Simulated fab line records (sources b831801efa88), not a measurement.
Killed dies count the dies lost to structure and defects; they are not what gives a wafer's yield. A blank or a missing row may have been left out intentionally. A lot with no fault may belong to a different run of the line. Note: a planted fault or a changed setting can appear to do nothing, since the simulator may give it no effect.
fab line records / flow sky130
record lots=5 wafers=15 last-day=49
route steps=708 shown DNWELL@37 PWDE@45 NWELL@56 PAD_OPEN@708
lots that met no fault: from a run of the same line without faults
start-h: hours from the record's opening day to when the first of the lot's shown wafers began / wait-h: how many hours have passed since the lot's step before this one / " the same as in the row above / L1.1+2: a row that stands for several wafers / - no value, or no start was given / * or withheld: withheld / < > ~ a bound
route shown NAME@n: a module of which the file shows steps, and the number in the route of the first / usual: mean/standard deviation taken from wafers without a fault / same: alike in all rows / chamber/n: place in a boat / sites: per-site readings / _std_site: their standard deviation / _edge_site: mean of outer sites minus mean of inner sites / radius-mm: for every site, how far away it sits from the centre of the wafer / mask NAME#n: copy n / behind: the last tool/chamber to shape the wafer / hold: reason for holding the lot/hours on hold/outcome of the hold / device: whichever transistor did not switch (one of n, p or np) / end of line: the tests these same wafers got at the end of their route / for a step that has no rows: nothing shown but its recipe / killed: at the first sort, the dies lost to defects and structure; wafer yield is something else / map: a wafer's dies, marking killed ones x, the rest . and places with no die _
set.NAME: the setting that was run; set.NAME@STEP: the one run at that earlier step / model.NAME: the simulator's own value behind a step, which no gauge read
certain route steps with their lots: each step a table, each wafer a row
services: when a tool's chamber went out of use (start-h, in hours from the record's first day, below 0 if earlier), for how many hours, and the reason
## steps
# step SKY_DNWELL_COAT_02
# recipe spin-rpm=2000 resist-thk-nm=3000
# step SKY_DNWELL_SOFTBAKE_03
# recipe temp-c=110 time-s=withheld
# step SKY_DNWELL_EXPOSE_04
# recipe mask-id=DNM na=0.57 target-cd-nm=3000 dose-mj=222
# step SKY_DNWELL_PEB_05
# recipe temp-c=115 time-s=withheld
# step SKY_DNWELL_DEVELOP_06
# recipe wall-angle-deg=90 developer=TMAH develop-time-s=60 dev-temp-c=23
# step SKY_DNWELL_IMPLANT_07
# recipe species=P energy-kev=withheld dose-cm2=withheld tilt-deg=withheld
# step SKY_DNWELL_STRIP_08
# recipe chemistry=O2/N2 power-w=1400 pressure-mtorr=1500 platen-temp-c=withheld o2-flow-sccm=3000 n2-flow-sccm=300 overash-fraction=0.5
# usual drypump-motor-current-A=5.8/0.41 oes-product-au=0.722/0.0043 strip-time-to-endpoint-s=36.89/0.11
lot.wafer=L440.1 tool=plasma-asher-01 chamber=0 start-h=87.82 wait-h=0.1 drypump-motor-current-A=6.1 oes-product-au=0.721 rf-hours-counter-h=28 strip-time-to-endpoint-s=36.84
lot.wafer=L440.3 tool=plasma-asher-01 chamber=1 start-h=87.82 wait-h=0.1 drypump-motor-current-A=5.2 oes-product-au=0.726 rf-hours-counter-h=- strip-time-to-endpoint-s=36.88
lot.wafer=L440.5 tool=plasma-asher-01 chamber=0 start-h=87.82 wait-h=0.1 drypump-motor-current-A=6.1 oes-product-au=0.722 rf-hours-counter-h=- strip-time-to-endpoint-s=36.81
lot.wafer=L445.1 tool=plasma-asher-01 chamber=0 start-h=117.36 wait-h=0.1 drypump-motor-current-A=6.1 oes-product-au=0.719 rf-hours-counter-h=31 strip-time-to-endpoint-s=36.90
lot.wafer=L445.3 tool=plasma-asher-01 chamber=1 start-h=117.36 wait-h=0.1 drypump-motor-current-A=5.2 oes-product-au=0.719 rf-hours-counter-h=- strip-time-to-endpoint-s=37.05
lot.wafer=L445.5 tool=plasma-asher-01 chamber=0 start-h=117.36 wait-h=0.1 drypump-motor-current-A=6.1 oes-product-au=0.725 rf-hours-counter-h=- strip-time-to-endpoint-s=37.03
lot.wafer=L447.2 tool=plasma-asher-04 chamber=1 start-h=129.73 wait-h=0.1 drypump-motor-current-A=5.7 oes-product-au=0.723 rf-hours-counter-h=45 strip-time-to-endpoint-s=36.56
lot.wafer=L447.5 tool=plasma-asher-04 chamber=0 start-h=129.73 wait-h=0.1 drypump-motor-current-A=6.0 oes-product-au=0.717 rf-hours-counter-h=- strip-time-to-endpoint-s=36.75
lot.wafer=L447.6 tool=plasma-asher-04 chamber=1 start-h=129.73 wait-h=0.1 drypump-motor-current-A=5.7 oes-product-au=0.716 rf-hours-counter-h=- strip-time-to-endpoint-s=36.78
lot.wafer=L449.2 tool=plasma-asher-01 chamber=1 start-h=137.28 wait-h=0.1 drypump-motor-current-A=5.2 oes-product-au=0.721 rf-hours-counter-h=33 strip-time-to-endpoint-s=36.75
lot.wafer=L449.3 tool=plasma-asher-01 chamber=0 start-h=137.28 wait-h=0.1 drypump-motor-current-A=6.2 oes-product-au=0.730 rf-hours-counter-h=- strip-time-to-endpoint-s=36.78
lot.wafer=L449.5 tool=plasma-asher-01 chamber=0 start-h=137.28 wait-h=0.1 drypump-motor-current-A=6.2 oes-product-au=0.719 rf-hours-counter-h=- strip-time-to-endpoint-s=36.78
lot.wafer=L450.1 tool=plasma-asher-04 chamber=1 start-h=142.12 wait-h=0.1 drypump-motor-current-A=5.7 oes-product-au=0.719 rf-hours-counter-h=46 strip-time-to-endpoint-s=37.07
lot.wafer=L450.4 tool=plasma-asher-04 chamber=1 start-h=142.12 wait-h=0.1 drypump-motor-current-A=5.7 oes-product-au=0.723 rf-hours-counter-h=- strip-time-to-endpoint-s=36.93
lot.wafer=L450.5 tool=plasma-asher-04 chamber=0 start-h=142.12 wait-h=0.1 drypump-motor-current-A=5.9 oes-product-au=0.721 rf-hours-counter-h=- strip-time-to-endpoint-s=36.89
# step SKY_DNWELL_TW_MEAS_09
# usual DNWELL_TW=1115/12
lot.wafer=L440.1 tool=film-metro-02 chamber=- start-h=87.92 wait-h=0.1 DNWELL_TW=1112
lot.wafer=L440.3 tool=film-metro-02 chamber=- start-h=87.92 wait-h=0.1 DNWELL_TW=1112
lot.wafer=L440.5 tool=film-metro-02 chamber=- start-h=87.92 wait-h=0.1 DNWELL_TW=1110
lot.wafer=L445.1 tool=film-metro-04 chamber=- start-h=117.46 wait-h=0.1 DNWELL_TW=1106
lot.wafer=L445.3 tool=film-metro-04 chamber=- start-h=117.46 wait-h=0.1 DNWELL_TW=1099
lot.wafer=L445.5 tool=film-metro-04 chamber=- start-h=117.46 wait-h=0.1 DNWELL_TW=1104
lot.wafer=L447.2 tool=film-metro-03 chamber=- start-h=129.84 wait-h=0.1 DNWELL_TW=1130
lot.wafer=L447.5 tool=film-metro-03 chamber=- start-h=129.84 wait-h=0.1 DNWELL_TW=1119
lot.wafer=L447.6 tool=film-metro-03 chamber=- start-h=129.84 wait-h=0.1 DNWELL_TW=1123
lot.wafer=L449.2 tool=film-metro-03 chamber=- start-h=137.39 wait-h=0.1 DNWELL_TW=1128
lot.wafer=L449.3 tool=film-metro-03 chamber=- start-h=137.39 wait-h=0.1 DNWELL_TW=1128
lot.wafer=L449.5 tool=film-metro-03 chamber=- start-h=137.39 wait-h=0.1 DNWELL_TW=1128
lot.wafer=L450.1 tool=film-metro-04 chamber=- start-h=142.22 wait-h=0.1 DNWELL_TW=1101
lot.wafer=L450.4 tool=film-metro-04 chamber=- start-h=142.22 wait-h=0.1 DNWELL_TW=1093
lot.wafer=L450.5 tool=film-metro-04 chamber=- start-h=142.22 wait-h=0.1 DNWELL_TW=1104
# step SKY_PWDE_DEHYDRATE_00
# recipe temp-c=200 time-s=60
# step SKY_PWDE_HMDS_01
# recipe prime-time-s=60 prime-temp-c=120
# step SKY_PWDE_COAT_02
# recipe spin-rpm=2000 resist-thk-nm=3000
# step SKY_PWDE_SOFTBAKE_03
# recipe temp-c=110 time-s=withheld
# step SKY_PWDE_EXPOSE_04
# recipe mask-id=PWDEM na=0.6 source-shape=conventional sigma-outer=0.6 polarization=unpolarized target-cd-nm=840 dose-mj=214
# same sigma-outer=0.6
lot.wafer=L440.1+3+5 tool=iline-stepper-02 chamber=0 start-h=96.42 wait-h=- mask=PWDEM#0
lot.wafer=L445.1+3+5 tool=iline-stepper-02 chamber=0 start-h=127.29 wait-h=- mask=PWDEM#0
lot.wafer=L447.2+5+6 tool=iline-stepper-02 chamber=0 start-h=139.28 wait-h=- mask=DNM#0
lot.wafer=L449.2+3+5 tool=iline-stepper-02 chamber=0 start-h=147.05 wait-h=- mask=PWDEM#0
lot.wafer=L450.1+4+5 tool=iline-stepper-01 chamber=0 start-h=152.59 wait-h=- mask=PWDEM#0
# step SKY_PWDE_PEB_05
# recipe temp-c=115 time-s=withheld
# step SKY_PWDE_DEVELOP_06
# recipe wall-angle-deg=90 developer=TMAH develop-time-s=60 dev-temp-c=23
# step SKY_PWDE_OVL_MEAS_07
# usual PWDE_OVL=0.4/1.6
lot.wafer=L440.1 tool=overlay-02 chamber=- start-h=104.97 wait-h=- PWDE_OVL[nm]=3.3
lot.wafer=L440.3 tool=overlay-02 chamber=- start-h=104.97 wait-h=- PWDE_OVL[nm]=2.3
lot.wafer=L440.5 tool=overlay-02 chamber=- start-h=104.97 wait-h=- PWDE_OVL[nm]=0.5
lot.wafer=L445.1 tool=overlay-01 chamber=- start-h=136.01 wait-h=- PWDE_OVL[nm]=-3.0
lot.wafer=L445.3 tool=overlay-01 chamber=- start-h=136.01 wait-h=- PWDE_OVL[nm]=-3.1
lot.wafer=L445.5 tool=overlay-01 chamber=- start-h=136.01 wait-h=- PWDE_OVL[nm]=-1.0
lot.wafer=L447.2 tool=overlay-02 chamber=- start-h=148.21 wait-h=- PWDE_OVL[nm]=-
lot.wafer=L447.5 tool=overlay-02 chamber=- start-h=148.21 wait-h=- PWDE_OVL[nm]=-
lot.wafer=L447.6 tool=overlay-02 chamber=- start-h=148.21 wait-h=- PWDE_OVL[nm]=-
lot.wafer=L449.2 tool=overlay-02 chamber=- start-h=156.97 wait-h=- PWDE_OVL[nm]=0.6
lot.wafer=L449.3 tool=overlay-02 chamber=- start-h=156.97 wait-h=- PWDE_OVL[nm]=-0.2
lot.wafer=L449.5 tool=overlay-02 chamber=- start-h=156.97 wait-h=- PWDE_OVL[nm]=-0.5
lot.wafer=L450.1 tool=overlay-01 chamber=- start-h=162.31 wait-h=- PWDE_OVL[nm]=2.9
lot.wafer=L450.4 tool=overlay-01 chamber=- start-h=162.31 wait-h=- PWDE_OVL[nm]=1.4
lot.wafer=L450.5 tool=overlay-01 chamber=- start-h=162.31 wait-h=- PWDE_OVL[nm]=1.7
# step SKY_PWDE_IMPLANT_08
# recipe species=B energy-kev=150 dose-cm2=3.6e+12 tilt-deg=withheld
# step SKY_PWDE_STRIP_09
# recipe chemistry=O2/N2 power-w=1400 pressure-mtorr=1500 platen-temp-c=withheld o2-flow-sccm=3000 n2-flow-sccm=300 overash-fraction=0.5
# usual drypump-motor-current-A=5.7/0.57 oes-product-au=0.723/0.005 strip-time-to-endpoint-s=36.90/0.1
lot.wafer=L440.1 tool=plasma-asher-01 chamber=1 start-h=105.15 wait-h=0.1 drypump-motor-current-A=5.2 oes-product-au=0.717 rf-hours-counter-h=29 strip-time-to-endpoint-s=36.91
lot.wafer=L440.3 tool=plasma-asher-01 chamber=0 start-h=105.15 wait-h=0.1 drypump-motor-current-A=6.1 oes-product-au=0.720 rf-hours-counter-h=- strip-time-to-endpoint-s=36.94
lot.wafer=L440.5 tool=plasma-asher-01 chamber=1 start-h=105.15 wait-h=0.1 drypump-motor-current-A=5.2 oes-product-au=0.721 rf-hours-counter-h=- strip-time-to-endpoint-s=36.90
lot.wafer=L445.1 tool=plasma-asher-01 chamber=1 start-h=136.19 wait-h=0.1 drypump-motor-current-A=5.2 oes-product-au=0.718 rf-hours-counter-h=33 strip-time-to-endpoint-s=36.87
lot.wafer=L445.3 tool=plasma-asher-01 chamber=0 start-h=136.19 wait-h=0.1 drypump-motor-current-A=6.2 oes-product-au=0.724 rf-hours-counter-h=- strip-time-to-endpoint-s=36.88
lot.wafer=L445.5 tool=plasma-asher-01 chamber=1 start-h=136.19 wait-h=0.1 drypump-motor-current-A=5.2 oes-product-au=0.725 rf-hours-counter-h=- strip-time-to-endpoint-s=36.86
lot.wafer=L447.2 tool=plasma-asher-03 chamber=1 start-h=148.39 wait-h=0.1 drypump-motor-current-A=6.3 oes-product-au=0.714 rf-hours-counter-h=3 strip-time-to-endpoint-s=36.75
lot.wafer=L447.5 tool=plasma-asher-03 chamber=1 start-h=148.39 wait-h=0.1 drypump-motor-current-A=6.3 oes-product-au=0.709 rf-hours-counter-h=- strip-time-to-endpoint-s=36.85
lot.wafer=L447.6 tool=plasma-asher-03 chamber=0 start-h=148.39 wait-h=0.1 drypump-motor-current-A=5.2 oes-product-au=0.717 rf-hours-counter-h=- strip-time-to-endpoint-s=36.67
lot.wafer=L449.2 tool=plasma-asher-01 chamber=0 start-h=157.15 wait-h=0.1 drypump-motor-current-A=6.1 oes-product-au=0.725 rf-hours-counter-h=35 strip-time-to-endpoint-s=36.79
lot.wafer=L449.3 tool=plasma-asher-01 chamber=0 start-h=157.15 wait-h=0.1 drypump-motor-current-A=6.1 oes-product-au=0.720 rf-hours-counter-h=- strip-time-to-endpoint-s=36.78
lot.wafer=L449.5 tool=plasma-asher-01 chamber=0 start-h=157.15 wait-h=0.1 drypump-motor-current-A=6.1 oes-product-au=0.729 rf-hours-counter-h=- strip-time-to-endpoint-s=36.80
lot.wafer=L450.1 tool=plasma-asher-03 chamber=1 start-h=162.50 wait-h=0.1 drypump-motor-current-A=6.3 oes-product-au=0.723 rf-hours-counter-h=4 strip-time-to-endpoint-s=36.93
lot.wafer=L450.4 tool=plasma-asher-03 chamber=1 start-h=162.50 wait-h=0.1 drypump-motor-current-A=6.3 oes-product-au=0.730 rf-hours-counter-h=- strip-time-to-endpoint-s=36.87
lot.wafer=L450.5 tool=plasma-asher-03 chamber=1 start-h=162.50 wait-h=0.1 drypump-motor-current-A=6.3 oes-product-au=0.717 rf-hours-counter-h=- strip-time-to-endpoint-s=36.83
# step SKY_PWDE_TW_MEAS_10
# usual PWDE_TW=375/3.6
lot.wafer=L440.1 tool=film-metro-03 chamber=- start-h=105.25 wait-h=0.1 PWDE_TW=378
lot.wafer=L440.3 tool=film-metro-03 chamber=- start-h=105.25 wait-h=0.1 PWDE_TW=377
lot.wafer=L440.5 tool=film-metro-03 chamber=- start-h=105.25 wait-h=0.1 PWDE_TW=378
lot.wafer=L445.1 tool=film-metro-04 chamber=- start-h=136.29 wait-h=0.1 PWDE_TW=368
lot.wafer=L445.3 tool=film-metro-04 chamber=- start-h=136.29 wait-h=0.1 PWDE_TW=371
lot.wafer=L445.5 tool=film-metro-04 chamber=- start-h=136.29 wait-h=0.1 PWDE_TW=372
lot.wafer=L447.2 tool=film-metro-04 chamber=- start-h=148.50 wait-h=0.1 PWDE_TW=30
lot.wafer=L447.5 tool=film-metro-04 chamber=- start-h=148.50 wait-h=0.1 PWDE_TW=30
lot.wafer=L447.6 tool=film-metro-04 chamber=- start-h=148.50 wait-h=0.1 PWDE_TW=30
lot.wafer=L449.2 tool=film-metro-03 chamber=- start-h=157.26 wait-h=0.1 PWDE_TW=379
lot.wafer=L449.3 tool=film-metro-03 chamber=- start-h=157.26 wait-h=0.1 PWDE_TW=379
lot.wafer=L449.5 tool=film-metro-03 chamber=- start-h=157.26 wait-h=0.1 PWDE_TW=381
lot.wafer=L450.1 tool=film-metro-02 chamber=- start-h=162.60 wait-h=0.1 PWDE_TW=375
lot.wafer=L450.4 tool=film-metro-02 chamber=- start-h=162.60 wait-h=0.1 PWDE_TW=372
lot.wafer=L450.5 tool=film-metro-02 chamber=- start-h=162.60 wait-h=0.1 PWDE_TW=373
# step SKY_NWELL_DEHYDRATE_03
# recipe temp-c=200 time-s=60
# step SKY_PAD_OPEN_PROBE_99
# usual killed_at_M0_to_M3=42/6.8 killed_at_M4_up=3.2/1.8 killed-at-contacts=25/5.4 killed-at-front-end=15/4.5 killed-at-other=0.3/0.56 killed-dies=85/9.7 killed-on-rim=17/3.3 killed-open=46/7.1 killed-short=39/6.5
# same gross-dies=492 killed-at-back-side=0
lot.wafer=L440.1 tool=prober-02 chamber=- start-h=1117.68 wait-h=0.1 killed_at_M0_to_M3=46 killed_at_M4_up=3 killed-at-contacts=20 killed-at-front-end=17 killed-at-other=0 killed-dies=86 killed-on-rim=18 killed-open=47 killed-short=39
lot.wafer=L440.3 tool=prober-02 chamber=- start-h=1117.78 wait-h=0.2 killed_at_M0_to_M3=36 killed_at_M4_up=1 killed-at-contacts=28 killed-at-front-end=15 killed-at-other=1 killed-dies=81 killed-on-rim=15 killed-open=43 killed-short=38
lot.wafer=L440.5 tool=prober-02 chamber=- start-h=1117.88 wait-h=0.2 killed_at_M0_to_M3=40 killed_at_M4_up=5 killed-at-contacts=22 killed-at-front-end=10 killed-at-other=1 killed-dies=78 killed-on-rim=11 killed-open=35 killed-short=43
lot.wafer=L445.1 tool=prober-01 chamber=- start-h=1143.09 wait-h=0.1 killed_at_M0_to_M3=43 killed_at_M4_up=5 killed-at-contacts=29 killed-at-front-end=12 killed-at-other=0 killed-dies=89 killed-on-rim=17 killed-open=50 killed-short=39
lot.wafer=L445.3 tool=prober-01 chamber=- start-h=1143.19 wait-h=0.2 killed_at_M0_to_M3=35 killed_at_M4_up=2 killed-at-contacts=19 killed-at-front-end=14 killed-at-other=0 killed-dies=70 killed-on-rim=14 killed-open=43 killed-short=27
lot.wafer=L445.5 tool=prober-01 chamber=- start-h=1143.29 wait-h=0.2 killed_at_M0_to_M3=34 killed_at_M4_up=2 killed-at-contacts=16 killed-at-front-end=11 killed-at-other=1 killed-dies=64 killed-on-rim=15 killed-open=34 killed-short=30
lot.wafer=L447.2 tool=prober-01 chamber=- start-h=1169.88 wait-h=0.1 killed_at_M0_to_M3=40 killed_at_M4_up=3 killed-at-contacts=20 killed-at-front-end=429 killed-at-other=0 killed-dies=492 killed-on-rim=96 killed-open=40 killed-short=37
lot.wafer=L447.5 tool=prober-01 chamber=- start-h=1170.03 wait-h=0.2 killed_at_M0_to_M3=33 killed_at_M4_up=4 killed-at-contacts=29 killed-at-front-end=426 killed-at-other=0 killed-dies=492 killed-on-rim=96 killed-open=45 killed-short=37
lot.wafer=L447.6 tool=prober-01 chamber=- start-h=1170.08 wait-h=0.2 killed_at_M0_to_M3=35 killed_at_M4_up=1 killed-at-contacts=37 killed-at-front-end=419 killed-at-other=0 killed-dies=492 killed-on-rim=96 killed-open=47 killed-short=38
# killed by level:class
L440.1 VIA3:geometric-particle:open=10 METAL1:geometric-particle:short=8 CONTACT:geometric-particle:open=7 FIELD_ISO:geometric-particle:open=6 VIA1:geometric-particle:open=6 VIA1:geometric-particle:short=6 LI_CONTACT:geometric-particle:short=5 LI_CONTACT:geometric-particle:open=5
L440.3 LI_CONTACT:geometric-particle:open=12 FIELD_ISO:geometric-particle:open=6 VIA1:geometric-particle:open=6 METAL2:geometric-particle:short=6 LOCAL_INTERCONNECT:geometric-particle:short=6 VIA3:geometric-particle:open=5 CONTACT:geometric-particle:open=5 FIELD_ISO:geometric-particle:short=4
L440.5 METAL1:geometric-particle:short=7 VIA2:geometric-particle:short=7 LI_CONTACT:geometric-particle:open=6 CONTACT:geometric-particle:open=6 CONTACT:geometric-particle:short=5 VIA1:geometric-particle:open=5 VIA3:geometric-particle:short=5 FIELD_ISO:geometric-particle:short=4
L445.1 CONTACT:geometric-particle:open=10 LI_CONTACT:geometric-particle:open=8 VIA1:geometric-particle:open=8 VIA3:geometric-particle:short=7 CONTACT:geometric-particle:short=5 METAL1:geometric-particle:short=5 VIA2:geometric-particle:open=5 METAL3:geometric-particle:short=5
L445.3 CONTACT:geometric-particle:open=8 VIA1:geometric-particle:open=8 VIA3:geometric-particle:open=8 LI_CONTACT:geometric-particle:open=7 FIELD_ISO:geometric-particle:open=6 VIA1:geometric-particle:short=4 METAL2:geometric-particle:short=4 METAL1:geometric-particle:short=3
L445.5 CONTACT:geometric-particle:open=9 VIA3:geometric-particle:open=8 VIA1:geometric-particle:short=6 VIA1:geometric-particle:open=5 METAL1:geometric-particle:short=5 LI_CONTACT:geometric-particle:open=4 VIA3:geometric-particle:short=3 FIELD_ISO:geometric-particle:open=2
L447.2 PWDE:area-expose=415 VIA1:geometric-particle:open=13 CONTACT:geometric-particle:open=9 FIELD_ISO:geometric-particle:short=5 VIA2:geometric-particle:open=5 LI_CONTACT:geometric-particle:open=5 METAL1:geometric-particle:short=5 VIA1:geometric-particle:short=5
L447.5 PWDE:area-expose=410 VIA1:geometric-particle:open=13 LI_CONTACT:geometric-particle:open=8 CONTACT:geometric-particle:open=7 FIELD_ISO:geometric-particle:short=6 LI_CONTACT:geometric-particle:short=5 CONTACT:geometric-particle:short=5 METAL1:geometric-particle:short=5
L447.6 PWDE:area-expose=407 CONTACT:geometric-particle:open=15 VIA1:geometric-particle:open=10 LI_CONTACT:geometric-particle:open=7 LI_CONTACT:geometric-particle:short=6 METAL1:geometric-particle:short=6 METAL3:geometric-particle:short=4 LOCAL_INTERCONNECT:geometric-particle:short=4
# map L447.2 (x killed, . not)
__________xxxxxxxxxx_________
________xxxxxxxxxxxxxx_______
______xxxxxxxxxxxxxxxxxx_____
_____xxxxxxxxxxxxxxxxxxxx____
____xxxxxxxxxxxxxxxxxxxxxx___
___xxxxxxxxxxxxxxxxxxxxxxxx__
__xxxxxxxxxxxxxxxxxxxxxxxxxx_
_xxxxxxxxxxxxxxxxxxxxxxxxxxxx
_xxxxxxxxxxxxxxxxxxxxxxxxxxxx
_xxxxxxxxxxxxxxxxxxxxxxxxxxxx
_xxxxxxxxxxxxxxxxxxxxxxxxxxxx
_xxxxxxxxxxxxxxxxxxxxxxxxxxxx
_xxxxxxxxxxxxxxxxxxxxxxxxxxxx
_xxxxxxxxxxxxxxxxxxxxxxxxxxxx
_xxxxxxxxxxxxxxxxxxxxxxxxxxxx
__xxxxxxxxxxxxxxxxxxxxxxxxxx_
___xxxxxxxxxxxxxxxxxxxxxxxx__
____xxxxxxxxxxxxxxxxxxxxxx___
_____xxxxxxxxxxxxxxxxxxxx____
______xxxxxxxxxxxxxxxxxx_____
________xxxxxxxxxxxxxx_______
__________xxxxxxxxxx_________
# map L440.1 (x killed, . not)
__________x.x..x...x_________
________xx..x.x..x...x_______
______..x.......x......x_____
_____...xxx.x.....x..x...____
____.x.....x.....x........___
___..........x..x..........__
__..xx....x............x...._
_.x........x.....x...........
_..x...........x.........x...
_.x...............x........xx
_....x...x...................
_.x......xx........x........x
_.....x....x..x...xx...x...x.
_.....xx....x.x........x...x.
_....x........x....x...xx....
__...x.....xx.........x...x._
___.....xx............x....__
____..x...................___
_____x.......x.xx....x.x.____
______....x.xx...x......_____
________....x...x...x._______
__________.....x...._________
## services
tool=plasma-asher-04 chamber=- start-h=74.43 hours=5.3 kind=repair
tool=iline-stepper-01 chamber=- start-h=82.43 hours=2.1 kind=pm
tool=iline-stepper-01 chamber=- start-h=84.52 hours=- kind=consumable-replace:lamp
tool=iline-stepper-01 chamber=- start-h=93.98 hours=22.4 kind=repair
tool=plasma-asher-04 chamber=- start-h=103.96 hours=1.4 kind=repair
tool=plasma-asher-03 chamber=- start-h=108.75 hours=9.0 kind=pm
tool=plasma-asher-03 chamber=0 start-h=108.75 hours=9.0 kind=vent-cycle
tool=plasma-asher-03 chamber=1 start-h=108.75 hours=9.0 kind=vent-cycle
tool=plasma-asher-03 chamber=0 start-h=117.75 hours=- kind=clean
tool=plasma-asher-03 chamber=1 start-h=117.75 hours=- kind=clean
tool=iline-stepper-02 chamber=- start-h=143.34 hours=1.7 kind=pm
tool=iline-stepper-02 chamber=0 start-h=158.54 hours=- kind=calibration
## key
first-sign step=SKY_PWDE_EXPOSE_04 reading=mask direction=changed
effect step=SKY_PWDE_OVL_MEAS_07 reading=PWDE_OVL direction=missing
effect step=SKY_PWDE_TW_MEAS_10 reading=PWDE_TW direction=down sigmas=95 usual=375 struck=30
effect step=SKY_PAD_OPEN_PROBE_99 reading=killed-at-front-end direction=up sigmas=91 usual=15 struck=425
more-kills-born-at SKY_PWDE_EXPOSE_04@iline-stepper-02=1232
met-at SKY_PWDE_EXPOSE_04
struck-wafers L447.2,L447.5,L447.6
tester-left-out L447
onset-between 127.29 139.28
fault kind=wrong-mask tool=any chamber=- onset-h=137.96 steps=SKY_PWDE_EXPOSE_04 aux-copy=DNM#0 scope=struck-lots-only
# tester-left-out: of these lots the tester's yield and bins aren't shown, on N5 and GAA mostly nor the transistor test; their killed dies are dies lost to structure and defects alone, not to doping, threshold or leakage, so they don't give the yield
